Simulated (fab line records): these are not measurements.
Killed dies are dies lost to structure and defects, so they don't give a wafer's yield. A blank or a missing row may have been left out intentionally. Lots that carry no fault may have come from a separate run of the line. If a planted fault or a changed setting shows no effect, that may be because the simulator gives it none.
One fault through the eyes of 2 desks || flow gf180mcu || numbers are kept per desk, each desk with only its own; the story behind them comes last

FOR THE TOOL OWNER'S DESK: cvd w-01
The tool's own readings at GF_V2_CVD_23 (deposits W, target thk 350 nm, time 104.94 s): means of the sampled wafers that have a number, for each lot that ran on this tool. Marked OUT: a lot whose mean sits more than 4 standard deviations from the usual mean, which makes it out of limits; the brackets give that distance.
Columns: A = heater power w at GF_V2_CVD_23, usual 885 W
{"lot": "L375", "first seen here": "day 20 02:40", "A": 895}
{"lot": "L376", "first seen here": "day 20 20:22", "A": 857}
{"lot": "L377", "first seen here": "day 21 03:47", "A": 803}
{"lot": "L380", "first seen here": "day 22 05:50", "A": 908}
{"lot": "L382", "first seen here": "day 23 01:04", "A": 965}
{"lot": "L384", "first seen here": "day 23 17:31", "A": 808}
{"lot": "L386", "first seen here": "day 24 10:57", "A": 905}
{"lot": "L396", "first seen here": "day 27 13:52", "A": 915}
{"lot": "L397", "first seen here": "day 27 22:53", "A": 857}
{"lot": "L398", "first seen here": "day 28 03:50", "A": 935}
This desk's verdict: no lot among the 10 shows anything out of limits.

THE METROLOGY DESK
What the gauges read, lot by lot, whatever tool the lot ran on: means of the sampled wafers that have a number. Marked OUT: a lot whose mean sits more than 4 standard deviations from the usual mean, which makes it out of limits; the brackets give that distance.
Columns: A = cd nm at GF_HV_LDD_CD_MEAS_46, usual 400.5 nm; B = SAB_CVD_00_THK at GF_SAB_THK_MEAS_01, usual 50.1 nm; C = SAB_OVL at GF_SAB_OVL_MEAS_10, usual 0.7 nm; D = V2_W_RS at GF_V2_RS_MEAS_24, usual 0.325 ohm/sq; E = V2_W_THK at GF_V2_THK_MEAS_25, usual 359 nm
{"lot": "L375", "first seen here": "day 12 05:27", "A": 402.4, "B": 49.8, "C": 0.1, "D": 0.326, "E": 354}
{"lot": "L376", "first seen here": "day 12 18:01", "A": 401.2, "B": 49.7, "C": 1.1, "D": 0.331, "E": 359}
{"lot": "L377", "first seen here": "day 13 02:23", "A": 396.3, "B": 50.3, "C": 1.5, "D": 0.330, "E": 351}
{"lot": "L380", "first seen here": "day 14 00:02", "A": 400.3, "B": 50.6, "C": -0.8, "D": 0.329, "E": 359}
{"lot": "L382", "first seen here": "day 14 18:55", "A": 399.3, "B": 50.7, "C": 3.1, "D": 0.327, "E": 363}
{"lot": "L384", "first seen here": "day 15 11:49", "A": 401.8, "B": 50.6, "C": -0.5, "D": "0.358 (+6.6) OUT", "E": "324 (-5.0) OUT"}
{"lot": "L385", "first seen here": "day 15 23:40", "A": 402.5, "B": 50.9, "C": -0.5, "D": 0.314, "E": 370}
{"lot": "L386", "first seen here": "day 16 01:44", "A": 405.6, "B": 49.7, "C": 1.0, "D": "0.360 (+7.1) OUT", "E": "329 (-4.3) OUT"}
{"lot": "L389", "first seen here": "day 17 07:34", "A": 397.5, "B": 50.0, "C": 2.1, "D": 0.320, "E": 366}
{"lot": "L396", "first seen here": "day 19 11:37", "A": 399.3, "B": 50.3, "C": 1.6, "D": 0.327, "E": 351}
{"lot": "L397", "first seen here": "day 19 22:18", "A": 397.1, "B": 50.1, "C": 0.7, "D": 0.327, "E": 356}
{"lot": "L398", "first seen here": "day 20 04:08", "A": 400.5, "B": 49.1, "C": -1.0, "D": 0.328, "E": 355}
Per this desk, out of limits: L384, L386; the first was L384, day 23 17:45 (V2_W_RS at GF_V2_RS_MEAS_24). Within limits: L375, L376, L377, L380, L382, L385, L389, L396, L397, L398.

PUT TOGETHER
The metrology desk could have raised an alarm at day 23 17:45, on L384, L386.
The tool owner's desk saw nothing out of limits.
On record at the tool owner's desk: L384, L386, within its limits.
The lots listed all ran GF_V2_CVD_23 on cvd w-01.

WHAT THE SIMULATOR HAD INSERTED
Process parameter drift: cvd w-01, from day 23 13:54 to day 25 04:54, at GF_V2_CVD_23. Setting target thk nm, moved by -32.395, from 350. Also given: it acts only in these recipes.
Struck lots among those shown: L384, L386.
Hours from the fault's start to each desk's first reading out of limits: the metrology desk, 4.
